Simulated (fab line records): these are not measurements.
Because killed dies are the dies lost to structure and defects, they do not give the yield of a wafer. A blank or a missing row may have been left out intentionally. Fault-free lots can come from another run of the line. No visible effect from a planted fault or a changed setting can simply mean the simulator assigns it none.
Matching of chambers || flow sky130 || SKY_VIA1_CMP_02 on cmp-02: 4 sister chambers
The step polishes SiO2. 18 wafers are shown with their chamber, then 9 later ones without.

== WAFERS PAIRED WITH THEIR CHAMBERS ==
{"wafer": "L129.4", "chamber": 0, "motor current A (A)": 10.9, "slurry flow ml min": 149.6}
{"wafer": "L129.5", "chamber": 2, "motor current A (A)": 13.3, "slurry flow ml min": 149.7}
{"wafer": "L129.6", "chamber": 3, "motor current A (A)": 11.9, "slurry flow ml min": 150.3}
{"wafer": "L130.1", "chamber": 3, "motor current A (A)": 12.4, "slurry flow ml min": 149.2}
{"wafer": "L130.2", "chamber": 2, "motor current A (A)": 13.7, "slurry flow ml min": 149.8}
{"wafer": "L130.3", "chamber": 0, "motor current A (A)": 10.8, "slurry flow ml min": 150.0}
{"wafer": "L132.2", "chamber": 1, "motor current A (A)": 11.7, "slurry flow ml min": 149.9}
{"wafer": "L132.3", "chamber": 3, "motor current A (A)": 12.1, "slurry flow ml min": 150.5}
{"wafer": "L132.6", "chamber": 3, "motor current A (A)": 12.3, "slurry flow ml min": 149.4}
{"wafer": "L134.1", "chamber": 0, "motor current A (A)": 10.7, "slurry flow ml min": 149.4}
{"wafer": "L134.2", "chamber": 3, "motor current A (A)": 11.8, "slurry flow ml min": 150.2}
{"wafer": "L134.6", "chamber": 0, "motor current A (A)": 11.3, "slurry flow ml min": 149.8}
{"wafer": "L135.1", "chamber": 2, "motor current A (A)": 13.8, "slurry flow ml min": 149.6}
{"wafer": "L135.3", "chamber": 0, "motor current A (A)": 11.2, "slurry flow ml min": 150.3}
{"wafer": "L135.6", "chamber": 1, "motor current A (A)": 12.8, "slurry flow ml min": 149.3}
{"wafer": "L138.1", "chamber": 3, "motor current A (A)": 12.7, "slurry flow ml min": 149.1}
{"wafer": "L138.4", "chamber": 2, "motor current A (A)": 13.8, "slurry flow ml min": 149.9}
{"wafer": "L138.5", "chamber": 3, "motor current A (A)": 12.1, "slurry flow ml min": 149.0}

SIGNATURES, as means of the wafers listed above
{"reading": "motor current A", "chamber 0": 10.980, "chamber 1": 12.250, "chamber 2": 13.650, "chamber 3": 12.186, "scatter within a chamber": 0.339}
{"reading": "slurry flow ml min", "chamber 0": 149.820, "chamber 1": 149.600, "chamber 2": 149.750, "chamber 3": 149.671, "scatter within a chamber": 0.475}
Rule: for a wafer and a chamber, the distance is found by dividing, reading by reading, the gap between the wafer's reading and the chamber's mean by the reading's scatter, squaring, summing and taking the root. The wafer belongs to the nearest chamber; if the next one is less than 2 further off, it can't be placed. The scatter is the square root of a quotient: the sum, over the shown wafers, of each reading's squared deviation from its chamber's mean, divided by wafers minus chambers.

== WAFERS WITH NO CHAMBER GIVEN ==
{"wafer": "L144.2", "motor current A (A)": 10.9, "slurry flow ml min": 150.0}
{"wafer": "L144.4", "motor current A (A)": 12.3, "slurry flow ml min": 149.7}
{"wafer": "L144.6", "motor current A (A)": 12.2, "slurry flow ml min": 149.3}
{"wafer": "L148.1", "motor current A (A)": 12.2, "slurry flow ml min": 150.7}
{"wafer": "L148.2", "motor current A (A)": 13.3, "slurry flow ml min": 149.5}
{"wafer": "L148.4", "motor current A (A)": 14.2, "slurry flow ml min": 150.2}
{"wafer": "L146.1", "motor current A (A)": 11.1, "slurry flow ml min": 150.0}
{"wafer": "L146.3", "motor current A (A)": 14.3, "slurry flow ml min": 149.4}
{"wafer": "L146.5", "motor current A (A)": 11.7, "slurry flow ml min": 150.4}

== WHICH CHAMBER EACH WENT THROUGH ==
{"wafer": "L144.2", "from the rows above": 0, "in truth": 0}
{"wafer": "L144.4", "from the rows above": "can't be placed: 1 or 3", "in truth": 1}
{"wafer": "L144.6", "from the rows above": "can't be placed: 1 or 3", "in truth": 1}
{"wafer": "L148.1", "from the rows above": "can't be placed: 3 or 1 or 0", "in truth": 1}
{"wafer": "L148.2", "from the rows above": "can't be placed: 2 or 1", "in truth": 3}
{"wafer": "L148.4", "from the rows above": 2, "in truth": 2}
{"wafer": "L146.1", "from the rows above": 0, "in truth": 0}
{"wafer": "L146.3", "from the rows above": 2, "in truth": 2}
{"wafer": "L146.5", "from the rows above": "can't be placed: 3 or 1 or 0", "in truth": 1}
Correctly placed: 4 of 9. Cannot be placed on the basis of these rows: 5; the candidates contain the true chamber in 4. Number placed wrongly: 0.
